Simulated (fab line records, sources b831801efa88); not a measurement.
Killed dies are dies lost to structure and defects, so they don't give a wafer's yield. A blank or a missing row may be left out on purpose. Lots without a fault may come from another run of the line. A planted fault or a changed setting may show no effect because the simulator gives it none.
Which tool did it? | flow sky130 | 24 lots, 72 wafers sampled, at 6 steps of a route of 708

WHAT THE GAUGES READ, wafer by wafer
SKY_LOCAL_INTERCONNECT_OVL_MEAS_12.
lot  | measured     | on         | LOCAL_INTERCONNECT_OVL (nm)
L074 | day 31 00:16 | overlay-02 | 1 4 -1
L075 | day 31 00:37 | overlay-01 | 4 6 -7
L076 | day 31 06:00 | overlay-01 | -7 -2 -3
L078 | day 32 02:55 | overlay-01 | -4 3 -3
L077 | day 32 04:48 | overlay-01 | -1 0 -1
L080 | day 32 11:37 | overlay-01 | 5 -2 -5
L079 | day 32 13:16 | overlay-01 | 3 -2 -4
L081 | day 32 21:19 | overlay-02 | 0 -4 -4
L082 | day 32 22:34 | overlay-02 | 11 8 12
L083 | day 33 11:25 | overlay-02 | 1 -7 -5
L084 | day 33 16:00 | overlay-01 | -2 -6 8
L085 | day 34 01:26 | overlay-02 | 4 -1 -3
L087 | day 34 09:50 | overlay-02 | 3 -2 0
L086 | day 34 10:14 | overlay-01 | -1 -2 4
L088 | day 34 13:07 | overlay-01 | 1 4 1
L089 | day 34 18:10 | overlay-02 | 0 -4 0
L090 | day 35 06:10 | overlay-02 | 0 4 1
L091 | day 36 04:04 | overlay-01 | -4 0 1
L092 | day 36 06:01 | overlay-02 | 2 -8 -4
L093 | day 36 13:43 | overlay-02 | 2 4 -1
L094 | day 36 13:53 | overlay-01 | 5 6 0
L095 | day 37 07:01 | overlay-01 | 9 6 5
L096 | day 37 09:43 | overlay-02 | 1 -2 2
L097 | day 37 11:13 | overlay-01 | -1 -5 -5

SKY_METAL5_RS_MEAS_05: measures by four-point-probe.
lot  | measured     | on            | METAL5_ALCU_RS (ohm/sq)
L074 | day 43 07:54 | film_metro-01 | 0.0268 0.0268 0.0271
L075 | day 43 09:57 | film_metro-04 | 0.0275 0.0272 0.0266
L076 | day 43 10:16 | film_metro-01 | 0.0271 0.0269 0.0267
L078 | day 44 06:35 | film_metro-04 | 0.0267 0.0268 0.0261
L077 | day 44 06:54 | film_metro-02 | 0.0266 0.0274 0.0265
L080 | day 44 14:37 | film_metro-04 | 0.0265 0.0268 0.0266
L079 | day 44 15:44 | film_metro-01 | 0.0267 0.0269 0.0270
L081 | day 44 22:13 | film_metro-04 | 0.0274 0.0266 0.0273
L082 | day 45 01:28 | film_metro-01 | 0.0268 0.0270 0.0271
L083 | day 45 09:14 | film_metro-02 | 0.0274 0.0274 0.0271
L084 | day 45 13:02 | film_metro-04 | 0.0269 0.0274 0.0270
L085 | day 45 19:11 | film_metro-01 | 0.0270 0.0268 0.0270
L087 | day 46 02:22 | film_metro-01 | 0.0274 0.0267 0.0272
L086 | day 46 05:11 | film_metro-04 | 0.0270 0.0272 0.0270
L088 | day 46 05:43 | film_metro-01 | 0.0273 0.0279 0.0275
L089 | day 46 10:35 | film_metro-02 | 0.0267 0.0270 0.0271
L090 | day 46 22:43 | film_metro-02 | 0.0274 0.0272 0.0272
L091 | day 47 17:26 | film_metro-01 | 0.0275 0.0275 0.0274
L092 | day 47 18:36 | film_metro-04 | 0.0271 0.0268 0.0266
L093 | day 47 21:32 | film_metro-01 | 0.0271 0.0272 0.0272
L094 | day 47 21:47 | film_metro-04 | 0.0270 0.0265 0.0263
L095 | day 48 09:07 | film_metro-04 | 0.0273 0.0274 0.0278
L096 | day 48 11:04 | film_metro-01 | 0.0276 0.0275 0.0280
L097 | day 48 11:39 | film_metro-02 | 0.0264 0.0265 0.0269

WHICH TOOL RAN EACH LOT (tool, then ch and the chambers of the sampled wafers, then the start)
lot  | SKY_METAL1_SPUTTER_04        | SKY_VIA1_STRIP_16                    | SKY_VIA1_CMP_24               | SKY_VIA3_CMP_24
L074 | pvd_sputter-04, day 32 07:09 | plasma_asher-03 ch 1, day 34 14:46   | cmp-02 ch 0,1,2, day 34 15:51 | cmp-01 ch 0,1, day 40 06:04
L075 | pvd_sputter-03, day 32 07:45 | plasma_asher-04 ch 0,1, day 34 14:56 | cmp-01 ch 0,1,3, day 34 15:55 | cmp-01 ch 0,1,3, day 40 07:13
L076 | pvd_sputter-03, day 32 12:10 | plasma_asher-01 ch 0,1, day 34 17:56 | cmp-01 ch 0,1,2, day 34 18:55 | cmp-02 ch 0,2,3, day 40 07:54
L078 | pvd_sputter-01, day 33 08:36 | plasma_asher-04 ch 0,1, day 35 14:44 | cmp-02 ch 0,2,3, day 35 15:47 | cmp-01 ch 0,3, day 41 04:11
L077 | pvd_sputter-04, day 33 10:22 | plasma_asher-03 ch 0,1, day 35 16:10 | cmp-02 ch 0,1,2, day 35 17:18 | cmp-02 ch 1,3, day 41 05:32
L080 | pvd_sputter-01, day 33 17:24 | plasma_asher-03 ch 0,1, day 36 00:16 | cmp-01 ch 0,1,3, day 36 01:16 | cmp-01 ch 0,3, day 41 13:14
L079 | pvd_sputter-04, day 33 19:08 | plasma_asher-01 ch 0,1, day 36 01:43 | cmp-01 ch 2,3, day 36 02:41   | cmp-01 ch 0,1,3, day 41 14:19
L081 | pvd_sputter-03, day 34 02:54 | plasma_asher-01 ch 0,1, day 36 08:31 | cmp-01 ch 0,3, day 36 09:31   | cmp-01 ch 0,1,2, day 41 23:13
L082 | pvd_sputter-01, day 34 04:20 | plasma_asher-04 ch 0,1, day 36 11:20 | cmp-01 ch 2,3, day 36 12:19   | cmp-01 ch 1,3, day 42 01:53
L083 | pvd_sputter-04, day 34 17:17 | plasma_asher-04 ch 0,1, day 36 23:49 | cmp-01 ch 1,2,3, day 37 00:54 | cmp-01 ch 0,1,3, day 42 09:01
L084 | pvd_sputter-03, day 34 20:58 | plasma_asher-04 ch 0,1, day 37 02:13 | cmp-02 ch 1,2,3, day 37 03:14 | cmp-01 ch 0,1,3, day 42 12:43
L085 | pvd_sputter-01, day 35 07:05 | plasma_asher-03 ch 0, day 37 12:04   | cmp-01 ch 0,2, day 37 13:03   | cmp-01 ch 0,2, day 42 21:43
L087 | pvd_sputter-01, day 35 14:33 | plasma_asher-01 ch 0,1, day 37 19:16 | cmp-02 ch 1,2,3, day 37 20:12 | cmp-02 ch 0,2,3, day 43 04:26
L086 | pvd_sputter-03, day 35 15:19 | plasma_asher-01 ch 0,1, day 37 20:49 | cmp-02 ch 2,3, day 37 21:45   | cmp-01 ch 0,1,2, day 43 06:46
L088 | pvd_sputter-04, day 35 17:31 | plasma_asher-04 ch 0,1, day 37 23:22 | cmp-01 ch 0,2,3, day 38 00:29 | cmp-01 ch 1,2, day 43 07:17
L089 | pvd_sputter-01, day 35 22:28 | plasma_asher-03 ch 0, day 38 04:37   | cmp-02 ch 0,1,3, day 38 05:35 | cmp-02 ch 0,2,3, day 43 12:19
L090 | pvd_sputter-03, day 36 10:42 | plasma_asher-03 ch 0,1, day 38 16:25 | cmp-01 ch 0,2, day 38 17:26   | cmp-01 ch 0,2,3, day 43 23:16
L091 | pvd_sputter-01, day 37 08:52 | plasma_asher-03 ch 0,1, day 39 13:19 | cmp-02 ch 0,1,2, day 39 14:15 | cmp-02 ch 0,3, day 44 18:49
L092 | pvd_sputter-04, day 37 10:34 | plasma_asher-01 ch 0,1, day 39 14:44 | cmp-01 ch 0,1,3, day 39 15:41 | cmp-02 ch 1,2,3, day 44 20:31
L093 | pvd_sputter-03, day 37 18:52 | plasma_asher-04 ch 0,1, day 39 22:38 | cmp-01 ch 1,2, day 39 23:33   | cmp-01 ch 0,3, day 45 02:37
L094 | pvd_sputter-04, day 37 19:40 | plasma_asher-03 ch 0,1, day 40 00:25 | cmp-02 ch 0,2, day 40 01:21   | cmp-02 ch 0,1, day 45 03:36
L095 | pvd_sputter-04, day 38 12:07 | plasma_asher-01 ch 0,1, day 40 14:23 | cmp-02 ch 0,3, day 40 15:23   | cmp-02 ch 0,2,3, day 45 15:41
L096 | pvd_sputter-01, day 38 13:43 | plasma_asher-01 ch 1, day 40 17:14   | cmp-02 ch 0,3, day 40 18:10   | cmp-02 ch 0,2,3, day 45 21:41
L097 | pvd_sputter-03, day 38 15:44 | plasma_asher-01 ch 0,1, day 40 17:56 | cmp-02 ch 0,1,2, day 40 18:52 | cmp-01 ch 0,1,2, day 45 21:49
- SKY_METAL1_SPUTTER_04: material TiN, target thk 70 nm, time 58.3 s.
- SKY_VIA1_STRIP_16: strips in O2/N2.
- SKY_VIA1_CMP_24: polishes, stops on SiO2, t overpolish 15 s, target thk 0 nm.
- SKY_VIA3_CMP_24: polishes, stops on SiO2, t overpolish 20 s, target thk 0 nm.

WHAT THE TOOLS THEMSELVES READ (means of the sampled wafers that have a number; where no wafer has one, the mark that the record gives instead)
SKY_METAL1_SPUTTER_04.
lot  | tool           | throttle_valve_pct (%)
L074 | pvd_sputter-04 | 30.8
L075 | pvd_sputter-03 | 29.0
L076 | pvd_sputter-03 | 28.5
L078 | pvd_sputter-01 | 30.3
L077 | pvd_sputter-04 | 30.1
L080 | pvd_sputter-01 | 30.6
L079 | pvd_sputter-04 | 29.0
L081 | pvd_sputter-03 | 29.6
L082 | pvd_sputter-01 | 30.2
L083 | pvd_sputter-04 | 30.1
L084 | pvd_sputter-03 | 29.8
L085 | pvd_sputter-01 | 30.3
L087 | pvd_sputter-01 | 30.7
L086 | pvd_sputter-03 | 29.5
L088 | pvd_sputter-04 | 30.8
L089 | pvd_sputter-01 | 30.6
L090 | pvd_sputter-03 | 29.0
L091 | pvd_sputter-01 | 30.1
L092 | pvd_sputter-04 | 29.8
L093 | pvd_sputter-03 | 28.9
L094 | pvd_sputter-04 | 30.7
L095 | pvd_sputter-04 | 29.7
L096 | pvd_sputter-01 | 30.9
L097 | pvd_sputter-03 | 29.0

SKY_VIA1_STRIP_16.
lot  | tool            | drypump_motor_current_A (A) | o2_flow_sccm (sccm) | oes_product_au (a.u.) | strip_time_to_endpoint_s (s)
L074 | plasma_asher-03 | 5.9                         | 3013                | 0.420                 | 4.497
L075 | plasma_asher-04 | 6.2                         | 3009                | 0.417                 | 4.423
L076 | plasma_asher-01 | 5.8                         | 3009                | 0.418                 | 4.479
L078 | plasma_asher-04 | 6.3                         | 2994                | 0.416                 | 4.480
L077 | plasma_asher-03 | 5.1                         | 3001                | 0.415                 | 4.465
L080 | plasma_asher-03 | 5.5                         | 2994                | 0.419                 | 4.464
L079 | plasma_asher-01 | 5.5                         | 3006                | 0.412                 | 4.454
L081 | plasma_asher-01 | 5.5                         | 3009                | 0.419                 | 4.467
L082 | plasma_asher-04 | 6.3                         | 2992                | 0.414                 | 4.453
L083 | plasma_asher-04 | 6.4                         | 2996                | 0.413                 | 4.486
L084 | plasma_asher-04 | 6.3                         | 3006                | 0.417                 | 4.497
L085 | plasma_asher-03 | 4.7                         | 2998                | 0.414                 | 4.467
L087 | plasma_asher-01 | 5.8                         | 3003                | 0.417                 | 4.479
L086 | plasma_asher-01 | 5.8                         | 2996                | 0.413                 | 4.443
L088 | plasma_asher-04 | 6.3                         | 3001                | 0.418                 | 4.449
L089 | plasma_asher-03 | 4.7                         | 3002                | 0.415                 | 4.463
L090 | plasma_asher-03 | 5.1                         | 3003                | 0.415                 | 4.457
L091 | plasma_asher-03 | 5.1                         | 3004                | 0.418                 | 4.502
L092 | plasma_asher-01 | 5.5                         | 3004                | 0.416                 | 4.448
L093 | plasma_asher-04 | 6.3                         | 2990                | 0.415                 | 4.444
L094 | plasma_asher-03 | 5.5                         | 2998                | 0.411                 | 4.435
L095 | plasma_asher-01 | 5.5                         | 2999                | 0.418                 | 4.494
L096 | plasma_asher-01 | 5.3                         | 3005                | 0.417                 | 4.430
L097 | plasma_asher-01 | 5.5                         | 3010                | 0.419                 | 4.474

SKY_VIA1_CMP_24.
lot  | tool   | head_pressure_psi (psi) | motor_current_A (A) | overpolish_run_s (s) | time_to_endpoint_s (s)
L074 | cmp-02 | 3.489                   | 10.8                | 15.017               | 66
L075 | cmp-01 | 3.496                   | 11.3                | 14.996               | 65
L076 | cmp-01 | 3.503                   | 11.4                | 15.001               | 66
L078 | cmp-02 | 3.502                   | 10.4                | 15.003               | 70
L077 | cmp-02 | 3.499                   | 11.0                | 14.998               | 67
L080 | cmp-01 | 3.504                   | 11.4                | 14.994               | 68
L079 | cmp-01 | 3.499                   | 11.3                | 14.997               | 66
L081 | cmp-01 | 3.495                   | 12.4                | 15.007               | 64
L082 | cmp-01 | 3.496                   | 11.0                | 15.003               | 64
L083 | cmp-01 | 3.501                   | 10.8                | 14.996               | 68
L084 | cmp-02 | 3.501                   | 10.0                | 15.005               | 68
L085 | cmp-01 | 3.502                   | 12.3                | 14.999               | 70
L087 | cmp-02 | 3.503                   | 10.2                | 14.996               | 69
L086 | cmp-02 | 3.499                   | 9.7                 | 15.009               | 68
L088 | cmp-01 | 3.500                   | 12.0                | 15.000               | 67
L089 | cmp-02 | 3.494                   | 10.6                | 14.996               | 68
L090 | cmp-01 | 3.497                   | 13.6                | 14.998               | 65
L091 | cmp-02 | 3.500                   | 10.8                | 14.994               | 71
L092 | cmp-01 | 3.495                   | 11.6                | 15.001               | 68
L093 | cmp-01 | 3.496                   | 10.1                | 14.998               | 71
L094 | cmp-02 | 3.502                   | 11.3                | 14.997               | 64
L095 | cmp-02 | 3.492                   | 10.6                | 15.002               | 65
L096 | cmp-02 | 3.501                   | 11.1                | 15.007               | 64
L097 | cmp-02 | 3.489                   | 10.5                | 15.004               | 68

SKY_VIA3_CMP_24.
lot  | tool   | head_pressure_psi (psi) | motor_current_A (A) | overpolish_run_s (s) | time_to_endpoint_s (s)
L074 | cmp-01 | 3.499                   | 12.3                | 19.995               | 94
L075 | cmp-01 | 3.498                   | 11.6                | 20.012               | 95
L076 | cmp-02 | 3.499                   | 10.4                | 19.998               | 96
L078 | cmp-01 | 3.502                   | 12.9                | 20.003               | 93
L077 | cmp-02 | 3.499                   | 10.1                | 19.991               | 98
L080 | cmp-01 | 3.495                   | 12.1                | 19.991               | 100
L079 | cmp-01 | 3.502                   | 11.9                | 20.003               | 95
L081 | cmp-01 | 3.494                   | 11.6                | 20.000               | 94
L082 | cmp-01 | 3.497                   | 10.3                | 20.001               | 102
L083 | cmp-01 | 3.502                   | 11.7                | 20.009               | 92
L084 | cmp-01 | 3.495                   | 11.7                | 20.000               | 94
L085 | cmp-01 | 3.500                   | 11.8                | 20.001               | 91
L087 | cmp-02 | 3.497                   | 10.5                | 20.001               | 95
L086 | cmp-01 | 3.506                   | 11.6                | 19.995               | 96
L088 | cmp-01 | 3.494                   | 10.2                | 19.997               | 95
L089 | cmp-02 | 3.505                   | 10.6                | 20.004               | 102
L090 | cmp-01 | 3.498                   | 11.9                | 20.001               | 95
L091 | cmp-02 | 3.501                   | 11.1                | 19.988               | 95
L092 | cmp-02 | 3.504                   | 10.4                | 19.991               | 101
L093 | cmp-01 | 3.505                   | 12.3                | 19.996               | 95
L094 | cmp-02 | 3.495                   | 10.8                | 19.999               | 103
L095 | cmp-02 | 3.494                   | 10.7                | 19.998               | 97
L096 | cmp-02 | 3.502                   | 10.6                | 19.994               | 97
L097 | cmp-01 | 3.505                   | 11.4                | 19.997               | 94

THE ANSWER, worked out from the rows above alone
Rule: what is usual is taken from the lots themselves. Put in order of their means at a reading, lots are off if they are a third of the lots or fewer, leave a main group of 4 or more, and stand apart from it by a gap of 3 or more times the standard deviation of the main group's means; of several such gaps the widest counts. A main group whose means are all the same, to the digits that the tables above print for the reading, isn't used. A lot without any number at a reading at which 4 lots or more have one is off too. The other lots that the step has rows for count as sound. The gauges are gone through in route order, then the tools' own readings, and for those a lot's mean is taken as printed above. The first step at which some lot is off is used, and at that step the reading that is off furthest; a lot without a number counts as furthest.
No lot is off at any reading shown: from this, nothing can be told.

WHAT THE SIMULATOR HAD PUT IN
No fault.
